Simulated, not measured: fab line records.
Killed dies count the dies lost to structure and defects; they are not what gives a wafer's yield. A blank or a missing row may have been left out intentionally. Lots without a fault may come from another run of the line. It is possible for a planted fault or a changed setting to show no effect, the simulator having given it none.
Chamber matching || flow gf180mcu || cmp-02 running GF_V3_CMP_26: 4 sister chambers
The step polishes, stops on SiO2, t overpolish 15 s, target thk 0 nm. 14 wafers are shown with their chamber, then 6 later ones without.

## WAFERS, EACH WITH ITS CHAMBER
{"wafer": "L766.4", "chamber": 3, "time to endpoint s (s)": 86, "motor current A (A)": 9.4, "slurry flow ml min": 149.2}
{"wafer": "L766.5", "chamber": 2, "time to endpoint s (s)": 84, "motor current A (A)": 11.5, "slurry flow ml min": 150.2}
{"wafer": "L766.6", "chamber": 3, "time to endpoint s (s)": 85, "motor current A (A)": 9.3, "slurry flow ml min": 149.6}
{"wafer": "L768.1", "chamber": 1, "time to endpoint s (s)": 73, "motor current A (A)": 9.3, "slurry flow ml min": 150.3}
{"wafer": "L768.2", "chamber": 0, "time to endpoint s (s)": 81, "motor current A (A)": 10.2, "slurry flow ml min": 151.0}
{"wafer": "L768.6", "chamber": 1, "time to endpoint s (s)": 73, "motor current A (A)": 9.1, "slurry flow ml min": 150.4}
{"wafer": "L770.1", "chamber": 0, "time to endpoint s (s)": 82, "motor current A (A)": 10.4, "slurry flow ml min": 150.7}
{"wafer": "L770.3", "chamber": 2, "time to endpoint s (s)": 85, "motor current A (A)": 11.8, "slurry flow ml min": 150.1}
{"wafer": "L770.4", "chamber": 3, "time to endpoint s (s)": 84, "motor current A (A)": 9.7, "slurry flow ml min": 149.8}
{"wafer": "L771.2", "chamber": 0, "time to endpoint s (s)": 84, "motor current A (A)": 9.8, "slurry flow ml min": 150.7}
{"wafer": "L771.4", "chamber": 3, "time to endpoint s (s)": 84, "motor current A (A)": 8.9, "slurry flow ml min": 149.9}
{"wafer": "L783.1", "chamber": 0, "time to endpoint s (s)": 82, "motor current A (A)": 10.0, "slurry flow ml min": 150.2}
{"wafer": "L783.3", "chamber": 3, "time to endpoint s (s)": 83, "motor current A (A)": 9.2, "slurry flow ml min": 150.3}
{"wafer": "L783.5", "chamber": 3, "time to endpoint s (s)": 84, "motor current A (A)": 8.7, "slurry flow ml min": 150.5}

SIGNATURES, as means of the wafers listed above
{"reading": "time to endpoint s", "chamber 0": 82.25, "chamber 1": 73.00, "chamber 2": 84.50, "chamber 3": 84.33, "scatter within a chamber": 1.03}
{"reading": "motor current A", "chamber 0": 10.100, "chamber 1": 9.200, "chamber 2": 11.650, "chamber 3": 9.200, "scatter within a chamber": 0.301}
{"reading": "slurry flow ml min", "chamber 0": 150.650, "chamber 1": 150.350, "chamber 2": 150.150, "chamber 3": 149.883, "scatter within a chamber": 0.381}
Rule: a wafer lies at a distance from a chamber equal to the root of the sum of squares, over the readings, of (its reading less the chamber's mean, divided by the reading's scatter). If the next closest chamber is less than 2 further off than the closest, the wafer can't be placed; otherwise it belongs to the closest. The scatter is the square root of a quotient: the sum, over the shown wafers, of each reading's squared deviation from its chamber's mean, divided by wafers minus chambers.

## WAFERS WITHOUT THEIR CHAMBER
{"wafer": "L786.2", "time to endpoint s (s)": 76, "motor current A (A)": 9.0, "slurry flow ml min": 150.0}
{"wafer": "L786.4", "time to endpoint s (s)": 80, "motor current A (A)": 10.1, "slurry flow ml min": 150.5}
{"wafer": "L786.5", "time to endpoint s (s)": 79, "motor current A (A)": 11.6, "slurry flow ml min": 149.4}
{"wafer": "L787.2", "time to endpoint s (s)": 87, "motor current A (A)": 9.0, "slurry flow ml min": 148.9}
{"wafer": "L787.3", "time to endpoint s (s)": 85, "motor current A (A)": 10.1, "slurry flow ml min": 149.5}
{"wafer": "L787.6", "time to endpoint s (s)": 79, "motor current A (A)": 9.2, "slurry flow ml min": 149.9}

## WHICH CHAMBER EACH WENT THROUGH
{"wafer": "L786.2", "from the rows above": 1, "in truth": 1}
{"wafer": "L786.4", "from the rows above": 0, "in truth": 0}
{"wafer": "L786.5", "from the rows above": "can't be placed: 2 or 0", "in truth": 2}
{"wafer": "L787.2", "from the rows above": 3, "in truth": 3}
{"wafer": "L787.3", "from the rows above": "can't be placed: 3 or 0", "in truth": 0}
{"wafer": "L787.6", "from the rows above": "can't be placed: 0 or 3 or 1", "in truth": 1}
3 of 6 placed correctly. Can't be placed from these rows: 3 (the true chamber is among the candidates in 3). 0 placed wrongly.
